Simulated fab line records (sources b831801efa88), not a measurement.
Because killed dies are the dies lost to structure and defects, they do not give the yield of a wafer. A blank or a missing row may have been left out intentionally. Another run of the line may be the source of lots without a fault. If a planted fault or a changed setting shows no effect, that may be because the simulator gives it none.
Problem report in the 8D (eight disciplines) form, filled by code | flow gf180mcu | the parts of the form that need people (team, actions taken, sign-off) are left out

## 1. WHAT WENT WRONG
Across 6 wafers from 2 lots, SALICIDE_TIN_THK at GF_SALICIDE_THK_MEAS_05 averages 18.43 nm, while fault-free wafers read 19.98 nm with a standard deviation of 0.22. That puts it -7.0 standard deviations away from the usual mean.
The step: measures by xrf.
The first sign was on wafer L329.3 at day 20 05:19, on film-metro-02. The record has a number at this step for 42 wafers belonging to 14 lots. Rule for "out", or "out of limits": more than 4 standard deviations from the usual mean. The other wafers with a number count as sound.

## 2. WHAT THIS IS AND IS NOT
question                    | is                           | is not
which readings at this step | SALICIDE_TIN_THK             | -
which lots                  | L329, L331                   | L316, L317, L319, L320, L321, L322, L323, L324, L326, L328, L337, L339
which wafers of those lots  | all that have a number       | -
read on which gauges        | film-metro-01, film-metro-02 | film-metro-03
when                        | from day 20 05:19            | up to then (30 sound wafers); but 6 sound wafers of L337, L339 came after

## 3. WHAT RULES OUT EACH SUSPECT
Counting: a tool at any process step up to the reading remains a suspect when it ran all the lots that are out and ran no sound lot after the first of those.
- the gauge at GF_SALICIDE_THK_MEAS_05 has been ruled out. Those wafers that are out were read across 2 gauges (film-metro-01, film-metro-02).
- pvd-sputter-03 at GF_SALICIDE_SPUTTER_03 (material TiN, target thk 20 nm, time 16.7 s): kept. All lots that are out passed through it, beginning with L329 at day 20 05:08, and no sound lot followed; its final sound lot before that point was L324 at day 18 13:28. Its own cathode-dc-power-W readings are out on those wafers.
Remaining after the count: pvd-sputter-03 at GF_SALICIDE_SPUTTER_03.

## 4. THE CAUSE (what the simulator had put in)
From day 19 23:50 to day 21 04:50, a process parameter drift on pvd-sputter-03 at GF_SALICIDE_SPUTTER_03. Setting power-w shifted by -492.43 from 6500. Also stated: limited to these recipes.
This tool alone remained once counting was done.

## 5. THE EFFECT CHAIN, in route order
Rows list readings where the struck wafers' mean (over those with a number) sits beyond 3 standard deviations from the usual. Only readings whose record carries a usual standard deviation are examined. hours: median over the lots of the time between each lot's start at the first step of this table that gives one and its start at this step. sigmas: the change, counted in usual standard deviations.
hours | step                    | reading            | usual    | on struck wafers | change | sigmas
0     | GF_SALICIDE_SPUTTER_03  | cathode-dc-power-W | 6500.1 W | 6007.4           | -492.7 | -99 or more
0     | GF_SALICIDE_THK_MEAS_05 | SALICIDE_TIN_THK   | 19.98 nm | 18.43            | -1.55  | -7.0
Process steps it contains:
- GF_SALICIDE_SPUTTER_03: material TiN, target thk 20 nm, time 16.7 s.
At these later measuring or inspecting steps, every struck wafer for which the step has a row has a number for every such reading, and none has moved that far: GF_CONTACT_THK_MEAS_01.

## 6. WHAT WOULD HAVE CAUGHT IT SOONER
In this record the first reading out of limits at a measuring or inspecting step was taken at day 20 05:19, 5 hours after the fault began at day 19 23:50.
At GF_SALICIDE_SPUTTER_03, the tool's own readings (cathode-dc-power-W) were out on each struck wafer the step has a row for, so an alarm limit on them would have fired on the first such wafer.
Lots out: 2; of these, L331 started GF_SALICIDE_SPUTTER_03 on pvd-sputter-03 after day 20 05:19. Had the tool been put on hold then, it would have been spared.
